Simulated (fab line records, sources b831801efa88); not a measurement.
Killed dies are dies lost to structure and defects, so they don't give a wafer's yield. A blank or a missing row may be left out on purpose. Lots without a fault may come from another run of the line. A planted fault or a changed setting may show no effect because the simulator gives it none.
fab line records | flow sfq_line
record lots=13 wafers=39 last_day=85
route steps=325 shown L0@3 M1@59 I1@73 I2@105
lots that met no fault: from a run of the same line without faults
start_h: hours from the record's first day to the start of the lot's first wafer shown | wait_h: hours since the lot's step before | " the same as in the row above | L1.1+2: a row that stands for several wafers | - no value, or no start given | * or withheld: withheld | < > ~ a bound
route shown NAME@n: a module of which the file shows steps, and the number in the route of the first | usual: mean/standard deviation of fault-free wafers | same: alike in all rows | chamber/n: place in a boat | sites: the reading at each site | _std_site: their standard deviation | _edge_site: outer sites' mean less inner sites' | radius_mm: how far each site lies from the wafer's centre | mask NAME#n: copy n | behind: the tool/chamber that last shaped the wafer | hold: why the lot was held/for how many hours/how that ended | device: the transistor (n, p or np) that didn't switch | end of line: the same wafers' tests at the end of the route | a step without rows: its recipe alone | killed: dies lost to structure and defects at the first sort, not the wafer's yield | map: a wafer's dies, x killed, . not, _ none there
set.NAME: the setting as run; set.NAME@STEP: as run at that earlier step | model.NAME: the simulator's own value behind a step, which no gauge read
steps of the route over a sample of lots; a table a step, a row a wafer
services: from which hour (start_h, from the record's first day; less than 0 if before it) a tool's chamber was out of use, for how many hours, and why
## steps
# step SFQ_TRILAYER_L0_DEP_SPUTTER_003
# recipe material=MoNx_KI base_pressure_pa=1.33e-06 target_thk_nm=40 power_w=800 time_s=100 chamber_pressure_pa=0.4
# usual cathode_dc_power_W=799.98/0.15 throttle_valve_pct=30.2/1.4
# columns lot.wafer tool chamber start_h wait_h cathode_dc_power_W throttle_valve_pct
L812.1 pvd_sputter-04 - 12.49 0.0 800.07 29.8
L812.2 " - " " 800.26 28.3
L812.6 " - " " 799.92 29.7
L813.2 pvd_sputter-04 - 17.49 0.0 799.79 32.0
L813.3 " - " " 800.00 30.0
L813.4 " - " " 799.71 31.7
L814.3 pvd_sputter-06 - 22.49 0.0 800.08 27.6
L814.5 " - " " 800.18 28.9
L814.6 " - " " 800.13 30.8
L815.2 pvd_sputter-04 - 27.49 0.0 799.92 28.7
L815.3 " - " " 799.79 31.8
L815.5 " - " " 799.75 30.1
L816.2 pvd_sputter-03 - 32.49 0.0 800.28 29.7
L816.4 " - " " 800.03 29.7
L816.6 " - " " 799.89 30.0
L817.4 pvd_sputter-04 - 37.49 0.0 799.94 32.0
L817.5 " - " " 800.03 32.1
L817.6 " - " " 799.92 28.6
L820.1 pvd_sputter-04 - 52.49 0.0 799.90 32.0
L820.3 " - " " 800.14 29.7
L820.4 " - " " 800.09 32.0
L822.3 pvd_sputter-03 - 62.49 0.0 800.30 32.3
L822.4 " - " " 799.92 29.5
L822.5 " - " " 799.85 30.9
L824.1 pvd_sputter-04 - 72.49 0.0 799.91 28.5
L824.4 " - " " 800.37 29.8
L824.6 " - " " 799.99 32.0
L827.1 pvd_sputter-06 - 87.49 0.0 799.65 28.7
L827.4 " - " " 799.88 27.6
L827.6 " - " " 799.99 30.6
L831.1 pvd_sputter-04 - 107.49 0.0 901.52 28.5
L831.2 " - " " 799.87 32.1
L831.6 " - " " 902.02 28.4
L834.4 pvd_sputter-06 - 122.49 0.0 799.74 28.9
L834.5 " - " " 800.04 27.6
L834.6 " - " " 799.95 30.6
L835.1 pvd_sputter-03 - 127.49 0.0 799.82 31.1
L835.5 " - " " 799.83 30.9
L835.6 " - " " 799.95 32.1
# step SFQ_L0_RS_MEAS_901
# recipe thk_meas_gauge=four-point-probe reads=MoNx_KI_of_TRILAYER_L0_DEP_SPUTTER_003
# usual L0_MONX_KI_RS=43.6/0.51
# columns lot.wafer tool chamber start_h wait_h hold L0_MONX_KI_RS[ohm/sq]
L812.1 film_metro-02 - 12.56 0.0 - 43.0
L812.2 " - " " - 42.5
L812.6 " - " " - 43.1
L813.2 film_metro-02 - 17.58 0.1 - 43.9
L813.3 " - " " - 44.1
L813.4 " - " " - 43.9
L814.3 film_metro-02 - 22.60 0.1 - 43.2
L814.5 " - " " - 43.3
L814.6 " - " " - 44.2
L815.2 film_metro-02 - 27.58 0.1 - 43.5
L815.3 " - " " - 43.9
L815.5 " - " " - 43.9
L816.2 film_metro-02 - 32.58 0.1 - 43.8
L816.4 " - " " - 43.1
L816.6 " - " " - 43.9
L817.4 film_metro-02 - 37.62 0.1 - 43.3
L817.5 " - " " - 43.2
L817.6 " - " " - 43.2
L820.1 film_metro-02 - 52.56 0.0 - 44.3
L820.3 " - " " - 43.7
L820.4 " - " " - 44.1
L822.3 film_metro-01 - 62.60 0.1 - 43.7
L822.4 " - " " - 43.9
L822.5 " - " " - 43.4
L824.1 film_metro-01 - 72.56 0.0 - 43.5
L824.4 " - " " - 44.1
L824.6 " - " " - 44.1
L827.1 film_metro-02 - 87.56 0.0 - 43.0
L827.4 " - " " - 42.6
L827.6 " - " " - 42.9
L831.1 film_metro-04 - 107.56 0.0 await_dispo/0.2h/release 38.9
L831.2 " - " " await_dispo/0.2h/release 44.4
L831.6 " - " " await_dispo/0.2h/release 39.0
L831.1 film_metro-04 - 107.85 0.3 - 38.8
L831.2 " - " " - 44.4
L831.6 " - " " - 39.1
L834.4 film_metro-02 - 122.62 0.1 - 43.4
L834.5 " - " " - 43.2
L834.6 " - " " - 43.0
L835.1 film_metro-04 - 127.56 0.0 - 43.6
L835.5 " - " " - 43.4
L835.6 " - " " - 43.6
# step SFQ_L0_THK_MEAS_902
# recipe thk_meas_gauge=xrf reads=MoNx_KI_of_TRILAYER_L0_DEP_SPUTTER_003
# usual L0_MONX_KI_THK=40.1/0.49
# columns lot.wafer tool chamber start_h wait_h hold L0_MONX_KI_THK[nm]
L812.1 film_metro-02 - 12.68 0.1 - 40.7
L812.2 " - " " - 41.2
L812.6 " - " " - 40.6
L813.2 film_metro-02 - 17.69 0.1 - 40.0
L813.3 " - " " - 39.6
L813.4 " - " " - 40.0
L814.3 film_metro-02 - 22.70 0.1 - 40.8
L814.5 " - " " - 40.5
L814.6 " - " " - 39.6
L815.2 film_metro-02 - 27.69 0.1 - 40.1
L815.3 " - " " - 39.8
L815.5 " - " " - 39.8
L816.2 film_metro-02 - 32.69 0.1 - 39.7
L816.4 " - " " - 40.6
L816.6 " - " " - 39.8
L817.4 film_metro-02 - 37.71 0.1 - 40.2
L817.5 " - " " - 40.5
L817.6 " - " " - 40.5
L820.1 film_metro-02 - 52.68 0.1 - 39.7
L820.3 " - " " - 40.1
L820.4 " - " " - 39.8
L822.3 film_metro-01 - 62.70 0.1 - 39.8
L822.4 " - " " - 39.4
L822.5 " - " " - 40.3
L824.1 film_metro-01 - 72.68 0.1 - 40.0
L824.4 " - " " - 39.6
L824.6 " - " " - 39.6
L827.1 film_metro-02 - 87.68 0.1 - 40.9
L827.4 " - " " - 41.0
L827.6 " - " " - 41.0
L831.1 film_metro-04 - 108.93 1.1 await_dispo/0.2h/release 44.7
L831.2 " - " " await_dispo/0.2h/release 39.2
L831.6 " - " " await_dispo/0.2h/release 44.5
L831.1 film_metro-04 - 109.15 0.2 - 44.9
L831.2 " - " " - 39.2
L831.6 " - " " - 44.3
L834.4 film_metro-02 - 122.71 0.1 - 40.1
L834.5 " - " " - 40.3
L834.6 " - " " - 40.3
L835.1 film_metro-04 - 127.68 0.1 - 40.0
L835.5 " - " " - 40.6
L835.6 " - " " - 40.2
# step SFQ_TRILAYER_L0_ETCH_METAL_ETCH_008
# recipe target=MoNx_KI stop_on=SiO2 mask_material=PR chemistry=SF6/O2 target_depth_nm=50 icp_w=615.5 bias_w=80 pressure_mtorr=10 time_s=25
# usual drypump_motor_current_A=5.7/0.49 oes_product_au=0.873/0.0071
# columns lot.wafer tool chamber start_h wait_h drypump_motor_current_A oes_product_au rf_hours_counter_h
L812.1 rie_metal-03 0 77.03 0.0 5.1 0.875 27
L812.2 " 1 " " 6.0 0.888 200
L812.6 " 0 " " 5.1 0.873 -
L813.2 rie_metal-02 1 83.03 0.0 5.4 0.867 131
L813.3 " 0 " " 6.6 0.869 -
L813.4 " 1 " " 5.4 0.864 -
L814.3 rie_metal-04 0 89.05 0.0 5.8 0.876 -
L814.5 " 0 " " 5.8 0.877 -
L814.6 " 1 " " 5.5 0.876 -
L815.2 rie_metal-04 0 95.78 0.0 5.8 0.877 111
L815.3 " 0 " " 5.8 0.870 -
L815.5 " 1 " " 5.5 0.870 -
L816.2 rie_metal-04 0 105.38 0.0 5.8 0.872 113
L816.4 " 1 " " 5.5 0.886 -
L816.6 " 0 " " 5.8 0.874 -
L817.4 rie_metal-02 0 113.80 0.0 6.7 0.878 -
L817.5 " 1 " " 5.4 0.882 -
L817.6 " 0 " " 6.7 0.878 -
L820.1 rie_metal-04 0 126.98 0.0 5.8 0.867 118
L820.3 " 1 " " 5.5 0.869 -
L820.4 " 0 " " 5.8 0.873 -
L822.3 rie_metal-02 1 135.40 0.0 5.4 0.866 -
L822.4 " 0 " " 6.7 0.870 -
L822.5 " 1 " " 5.4 0.880 -
L824.1 rie_metal-03 1 146.18 0.0 6.0 0.872 0
L824.4 " 0 " " 5.1 0.876 -
L824.6 " 0 " " 5.2 0.864 -
L827.1 rie_metal-03 1 160.58 0.0 6.0 0.890 3
L827.4 " 0 " " 5.2 0.887 -
L827.6 " 0 " " 5.2 0.885 -
L831.1 rie_metal-03 0 186.18 0.0 5.2 0.936 53
L831.2 " 1 " " 6.0 0.863 8
L831.6 " 0 " " 5.2 0.933 -
L834.4 rie_metal-02 1 201.79 0.0 5.4 0.877 -
L834.5 " 0 " " 6.7 0.884 -
L834.6 " 1 " " 5.4 0.886 -
L835.1 rie_metal-03 1 205.38 0.0 6.0 0.879 10
L835.5 " 0 " " 5.1 0.877 -
L835.6 " 1 " " 6.0 0.878 -
# step SFQ_TRILAYER_M1_DEP_SPUTTER_037
# recipe material=Nb base_pressure_pa=1.33e-06 chamber_pressure_pa=0.1333 substrate_temp_c=20 resputter_cathode_voltage_v=400 target_thk_nm=200 power_w=2000 time_s=133.3
# usual cathode_dc_power_W=2000.0/0.39 throttle_valve_pct=30.0/1.1
# columns lot.wafer tool chamber start_h wait_h cathode_dc_power_W throttle_valve_pct
L812.1 pvd_sputter-05 - 362.25 0.0 2000.3 30.2
L812.2 " - " " 1999.6 28.3
L812.6 " - " " 1999.5 30.9
L813.2 pvd_sputter-05 - 370.65 0.0 2000.1 30.6
L813.3 " - " " 1999.5 30.4
L813.4 " - " " 2000.5 28.4
L814.3 pvd_sputter-05 - 381.45 0.0 2000.2 30.4
L814.5 " - " " 2000.0 30.7
L814.6 " - " " 1999.4 30.6
L815.2 pvd_sputter-06 - 395.98 0.0 2000.7 27.4
L815.3 " - " " 1999.9 30.6
L815.5 " - " " 2000.0 27.7
L816.2 pvd_sputter-06 - 415.18 0.0 1999.4 30.9
L816.4 " - " " 1999.2 27.5
L816.6 " - " " 2000.2 30.7
L817.4 pvd_sputter-05 - 428.38 0.0 2000.0 30.5
L817.5 " - " " 2000.9 30.5
L817.6 " - " " 1999.9 30.8
L820.1 pvd_sputter-05 - 451.18 0.0 1999.9 30.7
L820.3 " - " " 1999.1 28.8
L820.4 " - " " 1999.8 30.8
L822.3 pvd_sputter-03 - 479.83 0.0 1999.5 29.6
L822.4 " - " " 2000.2 31.0
L822.5 " - " " 1999.5 29.2
L824.1 pvd_sputter-05 - 511.67 0.0 2000.0 30.7
L824.4 " - " " 1999.9 28.6
L824.6 " - " " 2000.1 30.7
L827.1 pvd_sputter-03 - 515.09 0.0 2000.4 29.6
L827.4 " - " " 2000.1 29.6
L827.6 " - " " 1999.7 29.6
L831.1 pvd_sputter-05 - 519.89 0.0 2000.8 30.6
L831.2 " - " " 1999.8 28.8
L831.6 " - " " 1999.7 30.7
L834.4 pvd_sputter-03 - 523.67 0.0 1999.2 31.1
L834.5 " - " " 2001.0 31.1
L834.6 " - " " 2000.0 29.8
L835.1 pvd_sputter-06 - 524.69 0.0 1999.9 28.6
L835.5 " - " " 1999.3 28.9
L835.6 " - " " 1999.6 30.9
# step SFQ_TRILAYER_I1_DEP_PECVD_045
# recipe material=SiO2 temp_c=150 time_s=111.11 pressure_torr=2.4 rf_w=183.3 precursor=SiH4/N2O target_thk_nm=500
# usual heater_power_outer_w=30/10 heater_power_w=85/16 throttle_valve_pct=24.1/1.7
# columns lot.wafer tool chamber start_h wait_h heater_power_outer_w heater_power_w throttle_valve_pct
L812.1 pecvd-01 1 509.09 0.0 25 79 22.5
L812.2 " 2 " " 19 69 24.5
L812.6 " 2 " " 21 71 24.5
L813.2 pecvd-03 2 520.77 0.0 39 103 23.8
L813.3 " 1 " " 29 83 23.5
L813.4 " 0 " " 29 75 23.9
L814.3 pecvd-01 2 533.05 0.0 14 62 24.3
L814.5 " 1 " " 17 65 22.3
L814.6 " 2 " " 17 66 24.6
L815.2 pecvd-02 1 548.47 0.0 36 95 26.7
L815.3 " 2 " " 40 102 25.0
L815.5 " 2 " " 42 103 24.8
L816.2 pecvd-02 2 567.36 0.0 43 106 24.8
L816.4 " 1 " " 42 100 26.6
L816.6 " 2 " " 44 108 24.7
L817.4 pecvd-03 2 580.61 0.0 38 100 22.5
L817.5 " 0 " " 29 77 22.0
L817.6 " 1 " " 24 74 22.2
L820.1 pecvd-03 0 607.33 0.0 33 82 22.0
L820.3 " 2 " " 50 115 22.5
L820.4 " 2 " " 50 118 22.5
L822.3 pecvd-01 2 633.48 0.0 22 72 24.5
L822.4 " 1 " " 28 81 22.5
L822.5 " 0 " " 25 75 26.6
L824.1 pecvd-03 0 659.88 0.0 30 77 22.2
L824.4 " 0 " " 33 81 22.2
L824.6 " 2 " " 48 114 22.4
L827.1 pecvd-03 2 663.48 0.0 52 121 22.6
L827.4 " 1 " " 16 64 22.4
L827.6 " 0 " " 22 69 22.4
L831.1 pecvd-02 2 673.21 0.0 42 103 25.2
L831.2 " 0 " " 37 99 24.4
L831.6 " 0 " " 24 83 24.4
L834.4 pecvd-02 1 679.25 0.0 43 100 26.3
L834.5 " 0 " " 35 100 24.3
L834.6 " 2 " " 45 107 24.8
L835.1 pecvd-01 0 681.61 0.0 23 72 27.2
L835.5 " 2 " " 23 75 24.4
L835.6 " 0 " " 25 76 26.7
# step SFQ_I2_BOW_MEAS_917
# recipe mode=bow
# usual I2_BOW=2/7.3
# columns lot.wafer tool chamber start_h wait_h I2_BOW[um]
L812.1 film_metro-03 - 699.53 2.5 -3
L812.2 " - " " -4
L812.6 " - " " 2
L813.2 film_metro-04 - 704.36 2.5 -2
L813.3 " - " " -6
L813.4 " - " " -11
L814.3 film_metro-03 - 707.83 1.5 -3
L814.5 " - " " -7
L814.6 " - " " -2
L815.2 film_metro-03 - 721.02 2.5 21
L815.3 " - " " 8
L815.5 " - " " 22
L816.2 film_metro-03 - 763.74 2.0 3
L816.4 " - " " 4
L816.6 " - " " -10
L817.4 film_metro-04 - 765.89 1.1 10
L817.5 " - " " -1
L817.6 " - " " 9
L820.1 film_metro-01 - 779.92 1.5 14
L820.3 " - " " 2
L820.4 " - " " 11
L822.3 film_metro-04 - 807.56 1.0 -3
L822.4 " - " " -6
L822.5 " - " " 4
L824.1 film_metro-01 - 831.52 2.5 -13
L824.4 " - " " 2
L824.6 " - " " 5
L827.1 film_metro-04 - 837.28 2.5 -7
L827.4 " - " " 9
L827.6 " - " " 5
L831.1 film_metro-04 - 847.00 1.5 -4
L831.2 " - " " 4
L831.6 " - " " 22
L834.4 film_metro-03 - 1006.80 2.6 11
L834.5 " - " " -5
L834.6 " - " " -2
L835.1 film_metro-03 - 1011.33 2.0 7
L835.5 " - " " 5
L835.6 " - " " 6
## services
# columns tool chamber start_h hours kind
pvd_sputter-06 - 118.15 2.2 repair
pvd_sputter-05 - 133.64 4.9 repair
pvd_sputter-04 - 192.60 4.1 repair
pvd_sputter-03 - 206.50 9.4 repair
pvd_sputter-06 - 212.43 7.9 repair
pvd_sputter-04 - 227.65 4.7 repair
pvd_sputter-04 - 238.00 2.7 repair
pvd_sputter-04 - 244.79 2.4 repair
pvd_sputter-04 - 257.93 3.6 repair
pvd_sputter-05 - 261.13 1.2 repair
pvd_sputter-06 - 261.36 4.1 repair
pvd_sputter-04 - 270.16 1.7 repair
pvd_sputter-05 - 315.29 9.8 repair
pvd_sputter-05 - 321.67 0.7 repair
pvd_sputter-05 - 415.16 3.7 repair
pvd_sputter-04 - 449.82 6.3 repair
pvd_sputter-05 - 462.43 3.4 repair
pvd_sputter-05 - 491.15 9.3 repair
pvd_sputter-05 - 568.54 0.5 repair
pvd_sputter-05 - 597.66 110.0 repair
pvd_sputter-04 - 631.23 2.1 repair
pvd_sputter-04 - 644.55 9.6 repair
pvd_sputter-04 - 647.18 3.8 repair
pvd_sputter-04 - 647.27 18.3 repair
## key
first_sign step=SFQ_TRILAYER_L0_DEP_SPUTTER_003 reading=cathode_dc_power_W direction=up sigmas=99+ usual=799.98 struck=901.77
effect step=SFQ_L0_RS_MEAS_901 reading=visit direction=added
effect step=SFQ_L0_RS_MEAS_901 reading=L0_MONX_KI_RS direction=down sigmas=9 usual=43.6 struck=38.9
effect step=SFQ_L0_THK_MEAS_902 reading=visit direction=added
effect step=SFQ_L0_THK_MEAS_902 reading=L0_MONX_KI_THK direction=up sigmas=9.2 usual=40.1 struck=44.6
effect step=SFQ_TRILAYER_L0_ETCH_METAL_ETCH_008 reading=oes_product_au direction=up sigmas=8.6 usual=0.873 struck=0.934
met_at SFQ_TRILAYER_L0_DEP_SPUTTER_003
struck_lots L831
struck_wafers L831.1,L831.6
not_acting_at SFQ_TRILAYER_M1_DEP_SPUTTER_037,SFQ_TRILAYER_I1_DEP_PECVD_045,SFQ_I2_BOW_MEAS_917
onset_between 72.49 107.49
fault kind=process_parameter_drift tool=pvd_sputter-04 chamber=- onset_h=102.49 steps=SFQ_TRILAYER_L0_DEP_SPUTTER_003 channel=power_w offset=101.68 shape=step end_h=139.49 acts_in=these_recipes_only stated=800 scope=struck_wafers_only
